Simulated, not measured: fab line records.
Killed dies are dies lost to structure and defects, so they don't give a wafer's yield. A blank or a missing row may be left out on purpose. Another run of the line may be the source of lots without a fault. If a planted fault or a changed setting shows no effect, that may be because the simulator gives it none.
A struck lot beside a sound one + flow sfq_line + 13 out of 325 route steps
Sound: the wafers L369.1, L369.2, L369.3. Struck: wafers L385.1, L385.2 (left out: L385.6, a lot-mate that was not struck); the cause follows at the end.
Per side, at each step with rows, come the tool, then ch with its chambers, and then its first start. Under that, the readings that differ: sound wafers + struck wafers + difference of the means + sigmas: that difference in standard deviations of wafers without a fault.
alike: readings whose means differ by less than 2 such deviations, and words and numbers that are the same on both sides. not compared: withheld readings, readings that some wafer has no value for, bounds like >300 that may hide the same value, and numbers for which the record gives no deviation and whose values overlap.
A row with sigmas, a row that says differs or no value, or rows on one side alone: a step with any of these is where the two part. Numbers that have no deviation but don't overlap get no sigmas and don't part them. A reading that every wafer of one side lacks parts them only if that side has two wafers or more.

first, 2 steps without rows for these wafers: SFQ_TRILAYER_C5_STRIP_SOLV_CLEAN_156 (cleans in NMP, time 600 s); SFQ_TRILAYER_M6_DEP_PRE_CLEAN_158 (time 22.5 s).
SFQ_TRILAYER_M6_DEP_SPUTTER_157: material Nb, target thk 200 nm, time 133.3 s.
  sound on pvd_sputter-03 at day 72 09:17; struck on pvd_sputter-06 at day 78 09:13
| reading                | sound                | struck        | difference | sigmas |
|------------------------|----------------------|---------------|------------|--------|
| cathode_dc_power_W (W) | 2000.5 2000.5 2000.6 | 1999.7 1999.9 | -0.7       | -2     |
  alike: throttle_valve_pct
SFQ_M6_RS_MEAS_938: measures by four-point-probe.
  sound on film_metro-02 at day 72 09:23; struck on film_metro-04 at day 78 09:18
| reading           | sound             | struck      | difference | sigmas |
|-------------------|-------------------|-------------|------------|--------|
| M6_NB_RS (ohm/sq) | 0.902 0.905 0.900 | 0.885 0.888 | -0.016     | -2     |
then, 6 steps without rows for these wafers: SFQ_TRILAYER_M6_LITHO_COAT_164 (resist thk 62 nm); SFQ_TRILAYER_M6_LITHO_COAT_159 (resist thk 600 nm); SFQ_TRILAYER_M6_LITHO_SOFTBAKE_163; SFQ_TRILAYER_M6_LITHO_EXPOSE_160 (exposes mask M6, target cd 500 nm); SFQ_TRILAYER_M6_LITHO_PEB_162 (peb time 60 s); SFQ_TRILAYER_M6_LITHO_DEVELOP_161 (time 60 s).
SFQ_M6_OVL_MEAS_940:
  sound on overlay-02 at day 72 11:56; struck on overlay-01 at day 79 19:10
  alike: M6_OVL
SFQ_TRILAYER_M6_BARC_OPEN_METAL_ETCH_206: etches BARC in O2, target depth 125 nm, time 41.7 s.
  sound on rie_metal-03 ch 0,1, day 72 11:59; struck on rie_metal-03 ch 0,1, day 79 19:12
| reading                                             | sound             | struck      | difference                    | sigmas |
|-----------------------------------------------------|-------------------|-------------|-------------------------------|--------|
| oes_product_au (a.u.)                               | 0.683 0.684 0.688 | 0.712 0.720 | +0.031                        | +7     |
| rf_fwd_power_W (W)                                  | 593.7 597.7 594.1 | - -         | no value on the struck wafers |        |
| run_length_s (s)                                    | 69.8 70.1 69.6    | 66.9 66.9   | -2.9                          | -4     |
| model.KrF_of_TRILAYER_M6_LITHO_COAT_159.thk_nm (nm) | 522.1 523.8 522.4 | 527.8 528.6 | +5.4                          |        |
  alike: drypump_motor_current_A
  not compared: rf_hours_counter_h
SFQ_TRILAYER_M6_ETCH_METAL_ETCH_162: etches Nb in Cl2/Ar, stops on SiO2, target depth 240 nm, time 120 s.
  sound on rie_metal-03 ch 0,1, day 72 12:02; struck on rie_metal-03 ch 0,1, day 79 19:16
  alike: drypump_motor_current_A, oes_product_au, rf_fwd_power_W, run_length_s
  not compared: rf_hours_counter_h

WHERE THEY PART
First at SFQ_TRILAYER_M6_DEP_SPUTTER_157; last, within this record, at SFQ_TRILAYER_M6_BARC_OPEN_METAL_ETCH_206. Later steps at which nothing parts them and some readings are alike: SFQ_TRILAYER_M6_ETCH_METAL_ETCH_162.

WHY: what the simulator had put in
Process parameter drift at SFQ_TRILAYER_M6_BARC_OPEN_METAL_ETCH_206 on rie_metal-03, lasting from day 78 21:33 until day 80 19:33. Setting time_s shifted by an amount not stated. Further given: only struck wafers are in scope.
